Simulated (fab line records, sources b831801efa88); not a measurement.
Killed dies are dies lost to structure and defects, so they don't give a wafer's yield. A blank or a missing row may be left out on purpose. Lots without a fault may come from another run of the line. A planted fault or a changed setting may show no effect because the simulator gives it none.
One fault seen from 2 desks | flow gf180mcu | each desk has only its own numbers; what lay behind them comes last

THE METROLOGY DESK
What the gauges read, lot by lot, whatever tool the lot ran on: means of the sampled wafers that have a number. A lot is out of limits, marked OUT, if its mean lies more than 4 standard deviations from the usual mean; the brackets give that distance.
Columns: A = M4_ALCU_RS at GF_M4_RS_MEAS_05, usual 0.0696 ohm/sq; B = MIM_ALCU_RS at GF_MIM_RS_MEAS_10, usual 0.1597 ohm/sq; C = cd_nm at GF_M5_CD_MEAS_07, usual 280.4 nm; D = cd_nm at GF_V5_CD_MEAS_14, usual 259.7 nm
lot  | first seen here | A      | B      | C                | D
L529 | day 22 12:29    | 0.0687 | 0.1603 | 279.8            | 260.8
L530 | day 22 21:56    | 0.0705 | 0.1622 | 280.4            | 259.0
L531 | day 23 08:17    | 0.0690 | 0.1594 | 281.6            | 258.4
L532 | day 23 10:47    | 0.0702 | 0.1608 | 280.8            | 259.9
L534 | day 24 08:58    | 0.0690 | 0.1586 | 280.8            | 259.2
L536 | day 24 18:56    | 0.0695 | 0.1590 | 280.8            | 259.9
L538 | day 25 17:04    | 0.0690 | 0.1602 | 281.2            | 261.4
L539 | day 26 00:43    | 0.0702 | 0.1614 | 281.1            | 258.7
L542 | day 26 21:53    | 0.0699 | 0.1609 | 281.6            | 258.0
L547 | day 28 11:14    | 0.0706 | 0.1556 | 273.1 (-6.6) OUT | 259.6
L548 | day 28 15:55    | 0.0698 | 0.1582 | 279.2            | 259.3
L549 | day 28 22:31    | 0.0694 | 0.1585 | 272.7 (-7.0) OUT | 261.7
L550 | day 29 05:41    | 0.0701 | 0.1590 | 281.1            | 257.3
This desk's finding: out of limits on L547, L549; first on L547, day 31 16:36 (cd_nm at GF_M5_CD_MEAS_07). In limits: L529, L530, L531, L532, L534, L536, L538, L539, L542, L548, L550.

THE TOOL OWNER'S DESK: litho_track-03
The tool's own readings at GF_M5_PEB_05 (peb time 90 s): means of the sampled wafers that have a number, for each lot that ran on this tool. A lot is out of limits, marked OUT, if its mean lies more than 4 standard deviations from the usual mean; the brackets give that distance.
Columns: A = heater_power_total_W at GF_M5_PEB_05, usual 85.69 W; B = plate_temp_C at GF_M5_PEB_05, usual 134.98 C
lot  | first seen here | A               | B
L532 | day 27 03:30    | 85.60           | 135.00
L538 | day 29 04:40    | 85.79           | 134.91
L542 | day 30 06:57    | 85.78           | 135.08
L547 | day 31 16:15    | 88.71 (+35) OUT | 138.76 (+27) OUT
L549 | day 32 00:56    | 88.67 (+34) OUT | 138.56 (+26) OUT
This desk's finding: out of limits on L547, L549; first on L547, day 31 16:15 (heater_power_total_W at GF_M5_PEB_05). In limits: L532, L538, L542.

PUT TOGETHER
The tool owner's desk could have raised an alarm at day 31 16:15, on L547, L549.
The metrology desk could have raised an alarm at day 31 16:36, on L547, L549.
Of the lots named, all ran GF_M5_PEB_05 on litho_track-03.

WHAT THE SIMULATOR HAD PUT IN
Process parameter drift: litho_track-03, from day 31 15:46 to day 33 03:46, at GF_M5_PEB_05. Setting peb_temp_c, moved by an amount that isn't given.
Lots struck among those shown: L547, L549.
Hours from the fault's start to each desk's first reading out of limits: the tool owner's desk, 0; the metrology desk, 1.
